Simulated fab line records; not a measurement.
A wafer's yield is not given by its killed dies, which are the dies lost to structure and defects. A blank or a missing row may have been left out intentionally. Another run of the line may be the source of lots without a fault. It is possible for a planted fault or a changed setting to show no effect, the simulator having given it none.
Comparing a struck lot with a sound one    flow gf180mcu    20 steps out of a route of 602
Sound: these wafers, L552.1, L552.3, L552.5. Wafers struck: L563.4, L563.6. The cause is given at the end.
Order at every step that has rows: each side's tool, ch and its chambers, its first start. Under that, the readings that differ: sound wafers    struck wafers    difference of the means    sigmas: that difference in standard deviations of wafers without a fault.
alike: same words and numbers on both sides, and readings whose means sit less than 2 such deviations apart. not compared: any withheld reading, any reading some wafer has no value for, any bound like >300 that may hide the same value, and any number with overlapping values for which the record gives no deviation.
The two part at a step that has a row with sigmas, a row that says differs or no value, or rows on one side only. Numbers that have no deviation but don't overlap get no sigmas and don't part them. A reading missing from all wafers of one side parts the sides only when that side holds two or more wafers.

first, 1 step without rows for these wafers: GF_V5_CVD_00 (deposits SiO2, target thk 300 nm, time 50 s).
GF_V5_THK_MEAS_01:
  sound: filmMetro-03 at day 28 05:01; struck: filmMetro-01 at day 31 12:05
reading             sound        struck   difference  sigmas
V5_CVD_00_THK (nm)  303 301 303  291 292  -11         -2
GF_V5_CVD_02: deposits SiO2 from TEOS, target thk 1450 nm, time 163.28 s.
  sound on pecvd-03 ch 1,2, day 28 05:05; struck on pecvd-03 ch 1,2, day 31 12:11
  alike: heaterPowerOuterW, heaterPowerW
GF_V5_THK_MEAS_03:
  sound: filmMetro-02 at day 28 05:11; struck: filmMetro-02 at day 31 12:16
  alike: V5_CVD_02_THK
GF_V5_CMP_04: polishes SiO2.
  sound on cmp-02 ch 1,2,3, day 28 05:18; struck on cmp-01 ch 1,2, day 31 12:26
  alike: motorCurrentA, slurryFilterDpKPa
GF_V5_BOW_MEAS_05:
  sound: filmMetro-02 at day 28 05:33; struck: filmMetro-02 at day 31 12:39
  alike: V5_BOW
then, 6 steps without rows for these wafers: GF_V5_DEHYDRATE_06 (time 60 s); GF_V5_HMDS_07 (prime time 60 s); GF_V5_COAT_08; GF_V5_COAT_09 (resist thk 1000 nm); GF_V5_SOFTBAKE_10 (time 60 s); GF_V5_EXPOSE_11 (exposes mask Via5, target cd 260 nm).
GF_V5_PEB_12: peb time 90 s.
  sound on lithoTrack-01 ch 0, day 29 00:15; struck on lithoTrack-03 ch 0, day 32 05:18
reading                sound              struck       difference  sigmas
heaterPowerTotalW (W)  85.79 85.68 85.72  91.82 91.79  +6.08       +74
then, 1 step without rows for these wafers: GF_V5_DEVELOP_13 (develop time 60 s).
GF_V5_CD_MEAS_14: the cd target is 260 nm.
  sound: cdSem-02 at day 29 00:36; struck: cdSem-01 at day 32 05:37
reading    sound              struck       difference  sigmas
cdNm (nm)  260.0 260.8 259.8  252.9 255.5  -6.0        -5
GF_V5_OVL_MEAS_15:
  sound: overlay-01 at day 29 00:43; struck: overlay-02 at day 32 05:41
  alike: V5_OVL
GF_V5_ETCH_16: etches BARC in N2/H2.
  sound on rieDiel-01 ch 0,1, day 29 00:45; struck on rieDiel-01 ch 2, day 32 05:43
reading             sound            struck       difference  sigmas
model.V5.cdNm (nm)  260.9 261.1 260  252.8 254.9  -6.8        
  alike: drypumpMotorCurrentA, oesProductAu, throttleValvePct
GF_V5_ETCH_17: etches SiO2 in C4F8/O2/Ar, stops on TiN, target depth 855 nm.
  sound: rieDiel-01 ch 0,1; struck: rieDiel-01 ch 2
reading             sound              struck     difference  sigmas
model.V5.cdNm (nm)  260.6 260.1 259.5  252 254.5  -7          
  alike: oesProductAu
GF_V5_STRIP_18: strips in O2/N2.
  sound on plasmaAsher-03 ch 0,1, day 29 00:55; struck on plasmaAsher-01 ch 0,1, day 32 05:53
  alike: drypumpMotorCurrentA, heaterPowerW, oesProductAu
  not compared: rfHoursCounterH
after that, 1 step had no rows for these wafers: GF_PASSIVATION_PROBE_99.

== WHERE THEY PART ==
Earliest at GF_V5_THK_MEAS_01; latest, in this record, at GF_V5_CD_MEAS_14. Later steps at which nothing parts them and some readings are alike: GF_V5_OVL_MEAS_15, GF_V5_ETCH_16, GF_V5_ETCH_17, GF_V5_STRIP_18.

WHY: what had been put in by the simulator
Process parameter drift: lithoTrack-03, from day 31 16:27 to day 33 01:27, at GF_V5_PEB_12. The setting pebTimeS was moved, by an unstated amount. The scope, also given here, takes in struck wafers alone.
